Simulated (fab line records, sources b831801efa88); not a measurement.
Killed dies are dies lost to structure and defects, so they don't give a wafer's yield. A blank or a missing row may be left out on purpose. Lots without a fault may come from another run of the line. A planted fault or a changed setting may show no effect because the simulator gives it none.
fab line records | flow sky130
record lots=6 wafers=18 last_day=49
route steps=708 shown FIELD_ISO@21 NWELL@32 DNWELL@35 PWDE@45 SONOS_ONO@183 PAD_OPEN@708
lots that met no fault: from a run of the same line without faults
start_h: hours from the record's first day to the start of the lot's first wafer shown | wait_h: hours since the lot's step before | " the same as in the row above | L1.1+2: a row that stands for several wafers | - no value, or no start given | * or withheld: withheld | < > ~ a bound
route shown NAME@n: a module of which the file shows steps, and the number in the route of the first | usual: mean/standard deviation of fault-free wafers | same: alike in all rows | chamber/n: place in a boat | sites: the reading at each site | _std_site: their standard deviation | _edge_site: outer sites' mean less inner sites' | radius_mm: how far each site lies from the wafer's centre | mask NAME#n: copy n | behind: the tool/chamber that last shaped the wafer | hold: why the lot was held/for how many hours/how that ended | device: the transistor (n, p or np) that didn't switch | end of line: the same wafers' tests at the end of the route | a step without rows: its recipe alone | killed: dies lost to structure and defects at the first sort, not the wafer's yield | map: a wafer's dies, x killed, . not, _ none there
set.NAME: the setting as run; set.NAME@STEP: as run at that earlier step | model.NAME: the simulator's own value behind a step, which no gauge read
lots at some steps of the route; a table a step, a row a wafer
services: from which hour (start_h, from the record's first day; less than 0 if before it) a tool's chamber was out of use, for how many hours, and why
## steps
# step SKY_FIELD_ISO_CLEAN_20
# recipe chemistry=dHF time_s=20 dilution=100:1
# step SKY_FIELD_ISO_WET_ETCH_21
# recipe chemistry=dHF dilution=100:1 target_depth_nm=20 dry=ipa_marangoni target=SiO2 temp_c=25 time_s=400
# step SKY_FIELD_ISO_OXIDATION_22
# recipe temp_c=950 ambient=O2 stabilise_s=600 purge_s=300 target_thk_a=100 ox_time_s=623
# step SKY_FIELD_ISO_THK_MEAS_23
# recipe reads=SiO2_of_FIELD_ISO_OXIDATION_22
# usual FIELD_ISO_OXIDATION_01_THK=9.96/0.23
# columns lot.wafer tool chamber start_h wait_h FIELD_ISO_OXIDATION_01_THK[nm]
L980.2 film_metro-01 - 49.94 0.0 10.33
L980.3 " - " " 10.26
L980.6 " - " " 10.28
L981.2 film_metro-03 - 51.40 0.0 9.82
L981.3 " - " " 9.74
L981.4 " - " " 9.79
L982.1 film_metro-03 - 55.53 0.0 10.01
L982.5 " - " " 9.93
L982.6 " - " " 9.71
L983.4 film_metro-04 - 63.95 0.0 9.69
L983.5 " - " " 9.55
L983.6 " - " " 9.69
L991.1 film_metro-01 - 103.13 0.0 10.04
L991.2 " - " " 10.11
L991.4 " - " " 9.99
L993.2 film_metro-03 - 122.25 0.0 9.53
L993.4 " - " " 9.64
L993.6 " - " " 9.73
# step SKY_FIELD_ISO_CVD_24
# recipe material=SiO2 target_thk_nm=595 temp_c=650 sigma_open_frac=0.3 time_s=99.2 sih4_flow_sccm=60 pressure_mtorr=6
# step SKY_FIELD_ISO_THK_MEAS_25
# recipe reads=SiO2_of_FIELD_ISO_CVD_24
# usual FIELD_ISO_CVD_24_THK=592/5.8
# columns lot.wafer tool chamber start_h wait_h FIELD_ISO_CVD_24_THK[nm]
L980.2 film_metro-01 - 50.08 0.0 589
L980.3 " - " " 583
L980.6 " - " " 589
L981.2 film_metro-01 - 51.53 0.0 583
L981.3 " - " " 597
L981.4 " - " " 588
L982.1 film_metro-04 - 55.67 0.0 597
L982.5 " - " " 592
L982.6 " - " " 588
L983.4 film_metro-03 - 64.08 0.0 590
L983.5 " - " " 586
L983.6 " - " " 582
L991.1 film_metro-04 - 103.26 0.0 599
L991.2 " - " " 598
L991.4 " - " " 592
L993.2 film_metro-01 - 122.38 0.0 605
L993.4 " - " " 598
L993.6 " - " " 587
# step SKY_FIELD_ISO_ANNEAL_26
# recipe temp_c=1000 time_s=1800 ambient=N2
# step SKY_FIELD_ISO_CMP_27
# recipe stop_on=Si3N4 t_overpolish_s=16 down_force_psi=4 platen_rpm=60 target_thk_nm=457.8 pad_velocity_m_s=0.94248
# usual motor_current_A=12.3/1 overpolish_run_s=16.001/0.0096 time_to_endpoint_s=112/4.2
# columns lot.wafer tool chamber start_h wait_h motor_current_A overpolish_run_s time_to_endpoint_s
L980.3 cmp-02 3 52.86 0.0 13.8 16.000 109
L980.2 " 2 " " 10.7 16.011 113
L980.6 " 3 " " 12.7 16.006 110
L981.3 cmp-02 3 54.36 0.0 13.1 16.005 108
L981.2 " 0 " " 11.6 15.995 103
L981.4 " 2 " " 11.6 16.010 111
L982.1 cmp-01 2 58.43 0.1 13.4 16.007 109
L982.5 " 0 " " 11.7 16.006 116
L982.6 " 1 " " 13.1 16.025 112
L983.4 cmp-02 2 65.61 0.0 11.1 16.014 115
L983.5 " 2 " " 10.9 16.012 112
L983.6 " 3 " " 13.5 15.993 109
L991.1 cmp-02 2 104.82 0.0 11.2 15.997 118
L991.4 " 3 " " 13.0 16.008 114
L991.2 " 0 " " 11.6 16.003 117
L993.2 cmp-02 3 129.40 0.1 12.9 15.979 115
L993.4 " 0 " " 11.8 16.020 106
L993.6 " 3 " " 12.8 16.006 111
# step SKY_FIELD_ISO_WET_ETCH_28
# recipe chemistry=dHF target_depth_nm=23.7 target=SiO2 dilution=10:1 temp_c=25 time_s=47
# step SKY_FIELD_ISO_WET_ETCH_29
# recipe chemistry=H3PO4 target_depth_nm=160 target=Si3N4 temp_c=160 time_s=1825
# step SKY_FIELD_ISO_WET_ETCH_30
# recipe chemistry=dHF target_depth_nm=25 target=SiO2 dilution=10:1 temp_c=25 time_s=50
# step SKY_NWELL_CLEAN_00
# recipe chemistry=SC1/SC2 mix=1:4:20 temp_c=70 time_s=150 dry=n2_spin
# step SKY_NWELL_OXIDATION_01
# recipe temp_c=900 ambient=O2 stabilise_s=600 purge_s=300 target_thk_a=100 ox_time_s=1418
# usual spike_tc_bottom_C=920.8/2.4 spike_tc_centre_C=901.4/1.4 spike_tc_lower_C=902.0/1 spike_tc_top_C=912.7/1.8 spike_tc_upper_C=900.1/0.99 tube_center_temp_C=900.01/0.087 tube_center_temp_C_max=902.4/0.37 zone_power_bottom_pct=28.4/1.4 zone_power_top_pct=34.2/0.87
# same stabilise_s=600
# columns lot.wafer tool chamber start_h wait_h spike_tc_bottom_C spike_tc_centre_C spike_tc_lower_C spike_tc_top_C spike_tc_upper_C tube_center_temp_C tube_center_temp_C_max zone_power_bottom_pct zone_power_top_pct model.SiO2_of_NWELL_OXIDATION_01.thk_nm
L980.2 furnace-01 0 55.44 1.7 922.2 900.9 901.0 910.1 902.2 900.12 902.5 27.5 33.5 10.06
L980.3 " 0 " " 923.6 900.0 899.2 909.9 899.0 899.91 902.2 26.7 33.4 9.893
L980.6 " 0 " " 921.2 900.9 902.4 912.1 900.1 900.04 902.6 27.5 33.7 9.996
L981.2 furnace-01 0 55.44 0.2 922.7 899.2 902.8 910.8 901.7 900.14 902.8 27.6 33.3 10.23
L981.3 " 0 " " 921.5 899.8 900.8 911.9 899.0 900.08 901.9 26.9 33.7 10.31
L981.4 " 0 " " 923.4 899.6 902.8 910.6 900.1 900.06 902.6 27.1 34.0 10.45
L982.1 furnace-01 0 59.68 0.4 856.7 832.0 834.1 846.6 833.0 832.96 835.4 23.2 29.4 4.579
L982.5 " 0 " " 856.5 833.9 833.0 845.6 833.2 833.23 836.2 23.7 30.2 4.52
L982.6 " 0 " " 857.1 834.5 836.9 847.1 832.4 832.89 835.2 23.0 30.1 4.502
L983.4 furnace-01 0 66.77 0.3 856.0 833.1 834.5 845.6 833.4 832.9 835.3 23.5 30.0 4.727
L983.5 " 0 " " 856.8 834.0 834.8 845.1 832.1 833.12 835.4 23.0 30.2 4.643
L983.6 " 0 " " 858.0 835.0 835.1 846.8 833.0 833.14 835.2 23.3 29.6 4.607
L991.1 furnace-02 0 109.70 3.4 917.8 900.4 901.7 914.1 900.1 899.92 902.6 29.8 35.1 9.801
L991.2 " 0 " " 918.3 901.1 902.4 916.2 901.9 899.96 902.0 30.0 34.9 9.764
L991.4 " 0 " " 918.2 903.8 902.1 912.8 899.1 900.12 902.8 30.1 35.6 9.851
L993.2 furnace-02 0 130.52 0.2 916.9 901.9 902.3 913.4 899.7 900.02 901.9 30.6 35.2 10.15
L993.4 " 0 " " 917.5 899.9 901.8 914.2 900.0 899.96 902.0 29.6 35.1 10.15
L993.6 " 0 " " 918.2 903.1 902.2 913.4 899.9 899.93 902.3 30.3 34.8 10.14
# step SKY_NWELL_THK_MEAS_02
# recipe reads=SiO2_of_NWELL_OXIDATION_01
# usual NWELL_OXIDATION_THK=10.08/0.16
# columns lot.wafer tool chamber start_h wait_h NWELL_OXIDATION_THK[nm]
L980.2 film_metro-02 - 56.84 0.0 10.03
L980.3 " - " " 9.87
L980.6 " - " " 10.00
L981.2 film_metro-01 - 56.84 0.0 10.24
L981.3 " - " " 10.33
L981.4 " - " " 10.43
L982.1 film_metro-01 - 61.07 0.0 4.56
L982.5 " - " " 4.50
L982.6 " - " " 4.48
L983.4 film_metro-03 - 68.20 0.0 4.70
L983.5 " - " " 4.66
L983.6 " - " " 4.65
L991.1 film_metro-02 - 111.10 0.0 9.77
L991.2 " - " " 9.83
L991.4 " - " " 9.86
L993.2 film_metro-01 - 131.93 0.0 10.17
L993.4 " - " " 10.20
L993.6 " - " " 10.10
# step SKY_DNWELL_DEHYDRATE_00
# recipe temp_c=200 time_s=60
# step SKY_DNWELL_HMDS_01
# recipe prime_time_s=60 prime_temp_c=120
# step SKY_DNWELL_COAT_02
# recipe spin_rpm=2000 resist_thk_nm=3000
# step SKY_DNWELL_SOFTBAKE_03
# recipe temp_c=110 time_s=withheld
# step SKY_DNWELL_EXPOSE_04
# recipe mask_id=DNM na=0.57 target_cd_nm=3000 dose_mj=222
# step SKY_DNWELL_PEB_05
# recipe temp_c=115 time_s=withheld
# step SKY_DNWELL_DEVELOP_06
# recipe wall_angle_deg=90 developer=TMAH develop_time_s=60 dev_temp_c=23
# step SKY_DNWELL_IMPLANT_07
# recipe species=P energy_kev=withheld dose_cm2=withheld tilt_deg=withheld
# step SKY_DNWELL_STRIP_08
# recipe chemistry=O2/N2 power_w=1400 pressure_mtorr=1500 platen_temp_c=withheld o2_flow_sccm=3000 n2_flow_sccm=300 overash_fraction=0.5
# usual drypump_motor_current_A=5.5/0.36 oes_product_au=0.722/0.0042 strip_time_to_endpoint_s=36.94/0.12
# columns lot.wafer tool chamber start_h wait_h drypump_motor_current_A oes_product_au rf_hours_counter_h strip_time_to_endpoint_s
L981.2 plasma_asher-02 0 72.94 0.1 5.6 0.723 38 36.99
L981.3 " 0 " " 5.6 0.722 - 37.06
L981.4 " 1 " " 5.1 0.726 - 36.93
L980.2 plasma_asher-03 0 73.29 0.1 5.8 0.721 37 36.98
L980.3 " 0 " " 5.9 0.723 - 37.00
L980.6 " 0 " " 5.9 0.722 - 36.92
L982.1 plasma_asher-02 1 77.84 0.1 5.1 0.720 38 36.85
L982.5 " 1 " " 5.1 0.724 - 36.89
L982.6 " 0 " " 5.6 0.728 - 37.06
L983.4 plasma_asher-02 0 85.27 0.1 5.5 0.722 - 36.81
L983.5 " 1 " " 5.1 0.725 - 36.79
L983.6 " 0 " " 5.5 0.712 - 36.95
L991.1 plasma_asher-02 0 129.44 0.1 5.6 0.726 44 37.06
L991.2 " 1 " " 5.1 0.729 44 37.09
L991.4 " 1 " " 5.1 0.713 - 37.09
L993.2 plasma_asher-02 1 151.39 0.1 5.1 0.717 46 36.88
L993.4 " 1 " " 5.1 0.725 - 36.92
L993.6 " 0 " " 5.6 0.713 - 36.98
# step SKY_DNWELL_TW_MEAS_09
# usual DNWELL_TW=1118/16
# columns lot.wafer tool chamber start_h wait_h DNWELL_TW
L981.2 film_metro-03 - 73.05 0.1 1097
L981.3 " - " " 1098
L981.4 " - " " 1099
L980.2 film_metro-01 - 73.40 0.1 1133
L980.3 " - " " 1138
L980.6 " - " " 1136
L982.1 film_metro-01 - 77.94 0.1 1145
L982.5 " - " " 1150
L982.6 " - " " 1148
L983.4 film_metro-01 - 85.37 0.1 1138
L983.5 " - " " 1140
L983.6 " - " " 1141
L991.1 film_metro-02 - 129.54 0.1 1121
L991.2 " - " " 1130
L991.4 " - " " 1128
L993.2 film_metro-03 - 151.50 0.1 1102
L993.4 " - " " 1102
L993.6 " - " " 1098
# step SKY_PWDE_DEHYDRATE_00
# recipe temp_c=200 time_s=60
# step SKY_PWDE_HMDS_01
# recipe prime_time_s=60 prime_temp_c=120
# step SKY_PWDE_COAT_02
# recipe spin_rpm=2000 resist_thk_nm=3000
# step SKY_PWDE_SOFTBAKE_03
# recipe temp_c=110 time_s=withheld
# step SKY_PWDE_EXPOSE_04
# recipe mask_id=PWDEM na=0.6 source_shape=conventional sigma_outer=0.6 polarization=unpolarized target_cd_nm=840 dose_mj=214
# step SKY_PWDE_PEB_05
# recipe temp_c=115 time_s=withheld
# step SKY_PWDE_DEVELOP_06
# recipe wall_angle_deg=90 developer=TMAH develop_time_s=60 dev_temp_c=23
# step SKY_PWDE_OVL_MEAS_07
# usual PWDE_OVL=0.2/1.3
# columns lot.wafer tool chamber start_h wait_h PWDE_OVL[nm]
L981.2 overlay-01 - 91.05 - 2.0
L981.3 " - " " 1.8
L981.4 " - " " 3.7
L980.2 overlay-02 - 91.15 - 1.9
L980.3 " - " " 1.8
L980.6 " - " " 1.6
L982.1 overlay-01 - 95.39 - -0.2
L982.5 " - " " 0.6
L982.6 " - " " -0.7
L983.4 overlay-01 - 103.16 - -0.5
L983.5 " - " " -1.7
L983.6 " - " " -1.8
L991.1 overlay-02 - 147.79 - 2.0
L991.2 " - " " 0.5
L991.4 " - " " -0.2
L993.2 overlay-01 - 171.49 - -1.1
L993.4 " - " " -0.3
L993.6 " - " " -1.6
# step SKY_PWDE_IMPLANT_08
# recipe species=B energy_kev=150 dose_cm2=3.6e+12 tilt_deg=withheld
# step SKY_PWDE_STRIP_09
# recipe chemistry=O2/N2 power_w=1400 pressure_mtorr=1500 platen_temp_c=withheld o2_flow_sccm=3000 n2_flow_sccm=300 overash_fraction=0.5
# usual drypump_motor_current_A=5.50/0.29 oes_product_au=0.723/0.0046 strip_time_to_endpoint_s=36.94/0.14
# columns lot.wafer tool chamber start_h wait_h drypump_motor_current_A oes_product_au rf_hours_counter_h strip_time_to_endpoint_s
L981.2 plasma_asher-02 1 91.23 0.1 5.11 0.726 40 37.21
L981.3 " 0 " " 5.58 0.725 - 37.27
L981.4 " 1 " " 5.07 0.716 - 37.16
L980.2 plasma_asher-01 0 91.33 0.1 5.43 0.718 29 36.86
L980.3 " 0 " " 5.46 0.717 - 36.92
L980.6 " 1 " " 5.84 0.715 - 36.67
L982.1 plasma_asher-02 1 95.58 0.1 5.05 0.721 41 36.85
L982.5 " 0 " " 5.56 0.719 - 36.85
L982.6 " 1 " " 5.07 0.716 - 36.80
L983.4 plasma_asher-02 0 103.36 0.1 5.61 0.719 - 37.02
L983.5 " 1 " " 5.08 0.729 - 36.97
L983.6 " 0 " " 5.60 0.727 - 37.04
L991.1 plasma_asher-01 1 147.97 0.1 5.83 0.723 36 36.89
L991.2 " 0 " " 5.46 0.728 36 36.91
L991.4 " 1 " " 5.83 0.719 - 36.94
L993.2 plasma_asher-03 1 171.67 0.1 5.74 0.718 3 36.93
L993.4 " 1 " " 5.75 0.724 - 36.93
L993.6 " 1 " " 5.75 0.720 - 36.97
# step SKY_PWDE_TW_MEAS_10
# usual PWDE_TW=377/4.9
# columns lot.wafer tool chamber start_h wait_h PWDE_TW
L981.2 film_metro-02 - 91.34 0.1 374
L981.3 " - " " 377
L981.4 " - " " 374
L980.2 film_metro-01 - 91.44 0.1 381
L980.3 " - " " 380
L980.6 " - " " 378
L982.1 film_metro-02 - 95.68 0.1 376
L982.5 " - " " 374
L982.6 " - " " 375
L983.4 film_metro-02 - 103.46 0.1 377
L983.5 " - " " 375
L983.6 " - " " 376
L991.1 film_metro-01 - 148.07 0.1 380
L991.2 " - " " 381
L991.4 " - " " 380
L993.2 film_metro-02 - 171.78 0.1 379
L993.4 " - " " 377
L993.6 " - " " 377
# step SKY_NWELL_DEHYDRATE_03
# recipe temp_c=200 time_s=60
# step SKY_NWELL_HMDS_04
# recipe prime_time_s=60 prime_temp_c=120
# step SKY_NWELL_COAT_05
# recipe spin_rpm=2000 resist_thk_nm=3000
# step SKY_NWELL_SOFTBAKE_06
# recipe temp_c=110 time_s=withheld
# step SKY_NWELL_EXPOSE_07
# recipe mask_id=NWM na=0.6 source_shape=conventional sigma_outer=0.6 polarization=unpolarized target_cd_nm=840 dose_mj=255
# step SKY_NWELL_PEB_08
# recipe temp_c=115 time_s=withheld
# step SKY_NWELL_DEVELOP_09
# recipe wall_angle_deg=90 developer=TMAH develop_time_s=60 dev_temp_c=23
# step SKY_SONOS_ONO_ETCH_15
# recipe target_depth_nm=19.52 chemistry=CHF3/O2 source_w=600 bias_w=200 pressure_mtorr=40 chf3_flow_sccm=50 O2_flow_sccm=5 time_s=7.8
# usual drypump_motor_current_A=5.8/0.36 oes_product_au=1.001/0.009 throttle_valve_pct=8.826/0.0094
# columns lot.wafer tool chamber start_h wait_h drypump_motor_current_A oes_product_au rf_hours_counter_h throttle_valve_pct model.SiO2_of_NWELL_OXIDATION_01.thk_nm
L981.2 rie_diel-02 1 305.89 0.0 4.9 1.014 2 8.822 5.654
L981.3 " 0 " " 6.1 0.991 101 8.819 5.849
L981.4 " 1 " " 4.9 1.012 - 8.820 5.874
L980.2 rie_diel-01 2 310.75 0.0 6.2 1.011 73 8.841 5.491
L980.3 " 1 " " 5.4 0.989 7 8.815 5.403
L980.6 " 2 " " 6.2 1.001 - 8.835 5.449
L982.1 rie_diel-02 1 327.89 0.0 4.9 1.012 3 8.828 1.327
L982.5 " 1 " " 4.9 1.011 - 8.820 1.31
L982.6 " 2 " " 5.8 1.006 - 8.837 1.304
L983.4 rie_diel-01 3 328.24 0.0 6.5 0.994 1 8.832 1.371
L983.5 " 3 " " 6.5 1.000 - 8.830 1.345
L983.6 " 2 " " 6.2 1.002 - 8.811 1.337
L991.1 rie_diel-03 0 392.29 0.0 5.4 0.999 91 8.834 5.276
L991.2 " 3 " " 5.8 1.001 42 8.814 5.207
L991.4 " 2 " " 5.9 1.002 10 8.816 5.303
L993.2 rie_diel-03 2 427.30 0.0 5.8 0.994 11 8.822 5.608
L993.4 " 1 " " 5.8 1.008 22 8.828 5.619
L993.6 " 2 " " 5.8 1.010 - 8.828 5.598
# step SKY_PAD_OPEN_PROBE_99
# usual killed_at_M0_to_M3=44/6.5 killed_at_M4_up=3.3/1.9 killed_at_contacts=23/4.7 killed_at_front_end=15/4.5 killed_at_other=0.2/0.52 killed_dies=86/8.9 killed_on_rim=17/3.7 killed_open=47/6.8 killed_short=39/6.1
# same gross_dies=492 killed_at_back_side=0
# columns lot.wafer tool chamber start_h wait_h killed_at_M0_to_M3 killed_at_M4_up killed_at_contacts killed_at_front_end killed_at_other killed_dies killed_on_rim killed_open killed_short model.etest.nfet_16v.r_on_ohm_um model.etest.tip_p.rs_ohm_sq model.etest.pfet_01v8.r_on_ohm_um model.etest.res_pwell_under_gate.rs_ohm_sq model.etest.pfet_01v8.drive_ua_um model.etest.pfet_01v8_mvt.drive_ua_um model.etest.pfet_01v8_hvt.drive_ua_um model.etest.pfet_01v8_mvt.off_log10_a_um
L981.2 prober-02 - 1090.56 0.1 37 4 21 14 0 76 12 50 26 1.39e+04 6858 2833 2269 196.8 154.7 147.4 -10.34
L981.3 prober-02 - 1090.61 0.2 44 4 26 9 0 83 21 49 34 1.382e+04 6833 2914 2264 192.4 151.3 142.4 -10.38
L981.4 prober-02 - 1090.66 0.2 41 6 20 17 0 84 10 43 41 1.391e+04 6810 2913 2297 192.8 152.8 142.6 -10.29
L980.2 prober-01 - 1097.21 0.1 37 2 30 20 0 89 15 52 37 1.413e+04 6960 2958 2283 188.6 148.8 140.7 -11.08
L980.3 prober-01 - 1097.26 0.2 46 1 21 25 0 93 15 54 39 1.419e+04 6926 2976 2274 184.3 146.8 138.2 -11.19
L980.6 prober-01 - 1097.41 0.2 41 7 24 17 0 89 22 48 41 1.415e+04 6914 2971 2284 186.5 146.2 140 -11.21
L983.4 prober-02 - 1106.71 0.2 51 10 15 24 0 100 17 51 49 1.462e+04 6773 2832 2256 200.4 157.7 148 -10.01
L983.5 prober-02 - 1106.76 0.2 42 2 16 16 0 76 19 39 37 1.457e+04 6784 2843 2280 198.3 158.1 148.3 -10.06
L983.6 prober-02 - 1106.81 0.2 50 1 27 15 0 93 27 53 40 1.446e+04 6799 2844 2262 196.9 156.9 145.2 -9.965
L982.1 prober-01 - 1106.91 0.1 50 3 25 20 1 99 18 58 41 1.48e+04 6532 2699 2281 210.8 167.6 156.8 -9.291
L982.5 prober-01 - 1107.11 0.2 53 2 19 14 0 88 18 43 45 1.485e+04 6508 2732 2266 209.8 167.1 155.8 -9.181
L982.6 prober-01 - 1107.16 0.2 45 2 30 18 1 96 20 51 45 1.488e+04 6513 2698 2286 212 168 157.8 -9.261
L991.1 prober-01 - 1144.32 0.1 39 2 16 15 1 73 21 48 25 1.361e+04 6785 2908 2294 191.1 151.7 141.2 -10.49
L991.2 prober-01 - 1144.37 0.1 44 3 25 14 0 86 17 49 37 1.382e+04 6819 2974 2284 186 149.1 137.3 -10.44
L991.4 prober-01 - 1144.47 0.2 47 2 24 15 0 88 16 49 39 1.385e+04 6824 2890 2273 194.1 152.8 145.7 -10.29
L993.2 prober-02 - 1165.48 0.1 42 2 17 21 0 82 13 40 42 1.448e+04 6835 2927 2276 190.8 151.4 143.2 -10.39
L993.4 prober-02 - 1165.58 0.2 49 3 22 12 1 87 17 43 44 1.438e+04 6742 2885 2283 196 154.5 147.4 -10.47
L993.6 prober-02 - 1165.68 0.2 36 3 19 19 0 77 16 42 35 1.452e+04 6769 2841 2272 197 154.4 147.7 -10.31
# killed by level:class
L981.2 VIA2:geometric_particle:open=12 CONTACT:geometric_particle:open=8 VIA1:geometric_particle:open=6 POLY_GATE:geometric_particle:short=5 LI_CONTACT:geometric_particle:open=5 METAL2:geometric_particle:short=4 POLY_GATE:geometric_particle:open=4 VIA3:geometric_particle:open=4
L981.3 CONTACT:geometric_particle:open=11 VIA3:geometric_particle:open=9 VIA1:geometric_particle:open=7 LI_CONTACT:geometric_particle:open=6 METAL1:geometric_particle:short=6 POLY_GATE:geometric_particle:short=5 VIA2:geometric_particle:open=5 CONTACT:geometric_particle:short=4
L981.4 VIA1:geometric_particle:open=12 CONTACT:geometric_particle:open=10 METAL4:geometric_particle:short=6 POLY_GATE:geometric_particle:short=5 CONTACT:geometric_particle:short=5 VIA1:geometric_particle:short=5 VIA2:geometric_particle:open=5 FIELD_ISO:geometric_particle:open=4
L980.2 CONTACT:geometric_particle:open=18 VIA1:geometric_particle:open=8 METAL1:geometric_particle:short=5 METAL2:geometric_particle:short=5 POLY_GATE:geometric_particle:open=4 SPACER:geometric_particle:open=4 LI_CONTACT:geometric_particle:open=4 LI_CONTACT:geometric_particle:short=4
L980.3 FIELD_ISO:geometric_particle:short=10 VIA1:geometric_particle:open=10 CONTACT:geometric_particle:open=10 VIA2:geometric_particle:open=8 METAL1:geometric_particle:short=8 FIELD_ISO:geometric_particle:open=7 METAL2:geometric_particle:short=5 LI_CONTACT:geometric_particle:open=5
L980.6 VIA1:geometric_particle:open=10 LI_CONTACT:geometric_particle:open=8 CONTACT:geometric_particle:open=7 METAL4:geometric_particle:short=7 FIELD_ISO:geometric_particle:short=6 VIA3:geometric_particle:open=6 FIELD_ISO:geometric_particle:open=5 VIA2:geometric_particle:open=5
L983.4 VIA1:geometric_particle:open=11 VIA3:geometric_particle:open=10 METAL4:geometric_particle:short=8 FIELD_ISO:geometric_particle:open=8 METAL2:geometric_particle:short=8 CONTACT:geometric_particle:short=6 VIA1:geometric_particle:short=6 POLY_GATE:geometric_particle:open=5
L983.5 VIA1:geometric_particle:open=14 VIA3:geometric_particle:open=7 FIELD_ISO:geometric_particle:short=6 CONTACT:geometric_particle:open=6 METAL2:geometric_particle:short=5 LOCAL_INTERCONNECT:geometric_particle:short=5 CONTACT:geometric_particle:short=5 VIA2:geometric_particle:open=5
L983.6 CONTACT:geometric_particle:open=13 VIA1:geometric_particle:open=10 VIA1:geometric_particle:short=9 CONTACT:geometric_particle:short=6 VIA3:geometric_particle:open=6 METAL2:geometric_particle:short=6 POLY_GATE:geometric_particle:short=5 FIELD_ISO:geometric_particle:open=4
L982.1 CONTACT:geometric_particle:open=13 VIA1:geometric_particle:open=13 FIELD_ISO:geometric_particle:open=7 METAL2:geometric_particle:short=7 VIA3:geometric_particle:open=7 FIELD_ISO:geometric_particle:short=5 LI_CONTACT:geometric_particle:open=5 VIA2:geometric_particle:open=5
L982.5 VIA1:geometric_particle:open=11 CONTACT:geometric_particle:open=8 METAL1:geometric_particle:short=7 VIA2:geometric_particle:open=7 VIA3:geometric_particle:open=6 VIA3:geometric_particle:short=5 FIELD_ISO:geometric_particle:short=4 VIA2:geometric_particle:short=4
L982.6 CONTACT:geometric_particle:open=11 VIA1:geometric_particle:open=10 CONTACT:geometric_particle:short=7 VIA3:geometric_particle:open=7 METAL2:geometric_particle:short=6 FIELD_ISO:geometric_particle:short=5 LI_CONTACT:geometric_particle:open=5 POLY_GATE:geometric_particle:short=4
L991.1 VIA1:geometric_particle:open=10 LI_CONTACT:geometric_particle:open=8 VIA2:geometric_particle:open=7 VIA3:geometric_particle:open=7 METAL1:geometric_particle:short=5 CONTACT:geometric_particle:open=4 FIELD_ISO:geometric_particle:open=3 FIELD_ISO:geometric_particle:short=3
L991.2 VIA2:geometric_particle:open=10 CONTACT:geometric_particle:open=8 VIA3:geometric_particle:open=8 LI_CONTACT:geometric_particle:open=7 VIA1:geometric_particle:open=6 METAL1:geometric_particle:short=6 CONTACT:geometric_particle:short=5 POLY_GATE:geometric_particle:open=4
L991.4 VIA3:geometric_particle:open=9 VIA2:geometric_particle:open=9 CONTACT:geometric_particle:open=7 METAL1:geometric_particle:short=7 METAL2:geometric_particle:short=7 LOCAL_INTERCONNECT:geometric_particle:short=6 LI_CONTACT:geometric_particle:open=6 VIA1:geometric_particle:open=5
L993.2 CONTACT:geometric_particle:open=7 VIA2:geometric_particle:open=7 VIA1:geometric_particle:open=6 VIA3:geometric_particle:open=6 FIELD_ISO:geometric_particle:short=5 METAL2:geometric_particle:short=5 FIELD_ISO:geometric_particle:open=4 POLY_GATE:geometric_particle:short=4
L993.4 VIA1:geometric_particle:short=8 VIA1:geometric_particle:open=8 VIA3:geometric_particle:open=7 CONTACT:geometric_particle:open=7 METAL1:geometric_particle:short=6 LI_CONTACT:geometric_particle:open=5 METAL1:geometric_particle:open=5 METAL2:geometric_particle:short=5
L993.6 VIA3:geometric_particle:open=9 VIA1:geometric_particle:open=9 FIELD_ISO:geometric_particle:open=8 VIA3:geometric_particle:short=6 LOCAL_INTERCONNECT:geometric_particle:short=5 CONTACT:geometric_particle:open=5 POLY_GATE:geometric_particle:short=4 LI_CONTACT:geometric_particle:open=4
## services
# columns tool chamber start_h hours kind
furnace-01 - 39.95 3.0 pm
plasma_asher-01 - 44.83 2.3 repair
rie_diel-02 0 49.30 11.6 repair
cmp-02 - 69.30 2.6 repair
plasma_asher-03 - 79.56 28.6 repair
plasma_asher-01 - 92.40 3.8 repair
furnace-02 - 103.13 5.0 pm
plasma_asher-02 - 114.53 4.2 repair
cmp-02 - 147.39 2.4 repair
cmp-02 - 157.66 4.9 pm
cmp-02 - 174.19 2.8 repair
cmp-02 - 199.29 1.8 repair
furnace-01 - 207.88 3.2 pm
furnace-01 - 211.77 19.9 repair
cmp-02 - 232.53 4.0 pm
furnace-01 - 247.97 3.0 pm
plasma_asher-02 - 283.51 3.4 repair
cmp-02 - 352.22 6.6 pm
furnace-01 - 375.62 2.7 pm
cmp-02 - 377.44 1.5 repair
plasma_asher-02 - 382.16 3.8 repair
cmp-02 - 392.58 9.9 pm
cmp-02 - 408.51 2.5 repair
plasma_asher-02 - 421.25 9.0 pm
## key
first_sign step=SKY_NWELL_OXIDATION_01 reading=tube_center_temp_C direction=down sigmas=99+ usual=* struck=*
effect step=SKY_NWELL_OXIDATION_01 reading=tube_center_temp_C_max direction=down sigmas=99+ usual=* struck=*
effect step=SKY_NWELL_THK_MEAS_02 reading=NWELL_OXIDATION_THK direction=down sigmas=34 usual=10.08 struck=4.59
model_effect step=SKY_NWELL_OXIDATION_01 value=SiO2_of_NWELL_OXIDATION_01.thk_nm without=10.12 struck=4.596
model_effect step=SKY_SONOS_ONO_ETCH_15 value=SiO2_of_NWELL_OXIDATION_01.thk_nm without=5.579 struck=1.332
model_effect step=SKY_PAD_OPEN_PROBE_99 value=etest.nfet_16v.r_on_ohm_um without=1.433e+04 struck=1.47e+04
met_at SKY_NWELL_OXIDATION_01
struck_wafers L982.1,L982.5,L982.6,L983.4,L983.5,L983.6
tester_left_out L982,L983
onset_between 55.44 59.68
fault kind=process_parameter_drift tool=furnace-01 chamber=- onset_h=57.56 steps=SKY_NWELL_OXIDATION_01 channel=temp_c offset=* shape=step end_h=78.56 acts_in=* stated=*
# tester_left_out: of these lots the tester's yield and bins aren't shown, on N5 and GAA mostly nor the transistor test; their killed dies are dies lost to structure and defects alone, not to doping, threshold or leakage, so they don't give the yield
